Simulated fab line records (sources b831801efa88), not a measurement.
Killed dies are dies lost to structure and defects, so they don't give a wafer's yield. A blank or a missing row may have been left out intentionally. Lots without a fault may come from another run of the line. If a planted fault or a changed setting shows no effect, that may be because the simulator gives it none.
Which tool did it? -- flow sky130 -- 18 wafers from 6 lots sampled at 2 of the route's 708 steps

## WHAT THE GAUGES READ, wafer by wafer
SKY_LDD_P_CD_MEAS_07 targets a cd of 380 nm.
lot,measured,on,cd_nm (nm)
L919,day 20 07:25,cd_sem-02,380.0 375.0 376.0
L921,day 21 07:31,cd_sem-02,378.3 378.0 376.9
L931,day 24 17:56,cd_sem-01,385.0 383.1 385.3
L934,day 25 13:22,cd_sem-02,378.2 379.7 380.7
L937,day 26 16:34,cd_sem-01,379.5 381.5 380.7
L940,day 27 14:58,cd_sem-02,380.3 379.6 379.0

## WHAT TOOL EACH LOT RAN ON (gives the tool, then ch and the chambers of the sampled wafers, and finally the start)
lot,SKY_LDD_P_EXPOSE_04
L919,"iline_stepper-01 ch 0, day 19 16:33"
L921,"iline_stepper-01 ch 0, day 20 16:01"
L931,"iline_stepper-02 ch 0, day 24 02:41"
L934,"iline_stepper-01 ch 0, day 24 23:58"
L937,"iline_stepper-01 ch 0, day 26 01:17"
L940,"iline_stepper-01 ch 0, day 26 23:40"
- SKY_LDD_P_EXPOSE_04: exposes mask PSDM, target cd 380 nm.

## THE ANSWER, worked out from the rows above alone
Rule: what is usual is taken from the lots themselves. The widest of any qualifying gaps counts: lots, ordered by their means at a reading, are off when they make up no more than a third of the lots, leave a main group of 4 or more, and stand apart from it by 3 or more times the standard deviation of that group's means. A main group whose means are all the same, to the digits that the tables above print for the reading, isn't used. A lot without any number at a reading at which 4 lots or more have one is off too. Where the step has rows for the other lots, those lots are counted as sound.
No lot is off at any reading shown: from this, nothing can be told.

## WHAT THE SIMULATOR HAD PUT IN
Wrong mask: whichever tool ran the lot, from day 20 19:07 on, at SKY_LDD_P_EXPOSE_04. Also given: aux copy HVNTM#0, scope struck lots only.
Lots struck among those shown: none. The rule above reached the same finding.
